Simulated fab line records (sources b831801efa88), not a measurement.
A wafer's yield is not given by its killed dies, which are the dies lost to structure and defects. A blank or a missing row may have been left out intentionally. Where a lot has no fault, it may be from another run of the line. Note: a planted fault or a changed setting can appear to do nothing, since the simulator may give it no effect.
One fault through the eyes of 2 desks -- flow gf180mcu -- each desk has only its own numbers; what lay behind them comes last

FOR THE TOOL OWNER'S DESK: litho track-01
At GF_VT_IMPLANT_SOFTBAKE_36 (time 60 s), the tool's own readings, given per lot that ran on this tool as the mean of the sampled wafers with a number. Marked OUT: a lot whose mean sits more than 4 standard deviations from the usual mean, which makes it out of limits; the brackets give that distance.
Columns: A = run length s at GF_VT_IMPLANT_SOFTBAKE_36, usual 89.22 s
lot,first seen here,A
L913,day 7 10:47,89.26
L916,day 8 08:02,94.07 (+37) OUT
L919,day 9 03:38,93.89 (+36) OUT
L920,day 9 13:14,93.90 (+36) OUT
L933,day 13 03:23,89.31
L934,day 13 10:59,89.28
Finding of this desk: L916, L919, L920 out of limits; the first was L916 at day 8 08:02, on run length s at GF_VT_IMPLANT_SOFTBAKE_36. L913, L933, L934: within limits.

METROLOGY DESK
Lot by lot, what the gauges showed, no matter which tool ran the lot: averages of those sampled wafers that carry a number. Marked OUT: a lot whose mean sits more than 4 standard deviations from the usual mean, which makes it out of limits; the brackets give that distance.
Columns: A = STI_OXIDATION_01_THK at GF_STI_THK_MEAS_22, usual 15.9 nm; B = MVPSD_OVL at GF_MVPSD_OVL_MEAS_07, usual 0.1 nm
lot,first seen here,A,B
L912,day 2 03:32,16.2,-1.0
L913,day 2 08:16,15.9,-0.4
L916,day 2 23:38,15.7,2.6
L917,day 3 06:28,16.2,0.8
L919,day 3 15:03,16.2,-1.0
L920,day 3 20:53,16.1,1.8
L925,day 4 23:26,16.0,-0.2
L927,day 5 09:53,15.9,-2.3
L929,day 5 19:19,16.2,1.0
L930,day 5 23:43,15.7,0.3
L931,day 6 04:53,15.5,1.0
L933,day 6 16:41,15.8,0.1
L934,day 6 22:04,16.1,-0.7
L935,day 7 01:25,15.8,-1.0
This desk found nothing out of limits on any of the 14 lots.

TAKEN TOGETHER
On L916, L919, L920, at day 8 08:02, an alarm was possible from the tool owner's desk.
Nothing out of limits was seen by the metrology desk.
The metrology desk has L916, L919, L920 on record, within its limits.
Every lot named ran GF_VT_IMPLANT_SOFTBAKE_36 on litho track-01.

WHAT HAD BEEN PUT IN BY THE SIMULATOR
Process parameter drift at GF_VT_IMPLANT_SOFTBAKE_36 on litho track-01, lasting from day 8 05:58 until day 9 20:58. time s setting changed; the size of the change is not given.
Shown lots that were struck: L916, L919, L920.
Hours from the fault's start to each desk's first reading out of limits: the tool owner's desk, 2.
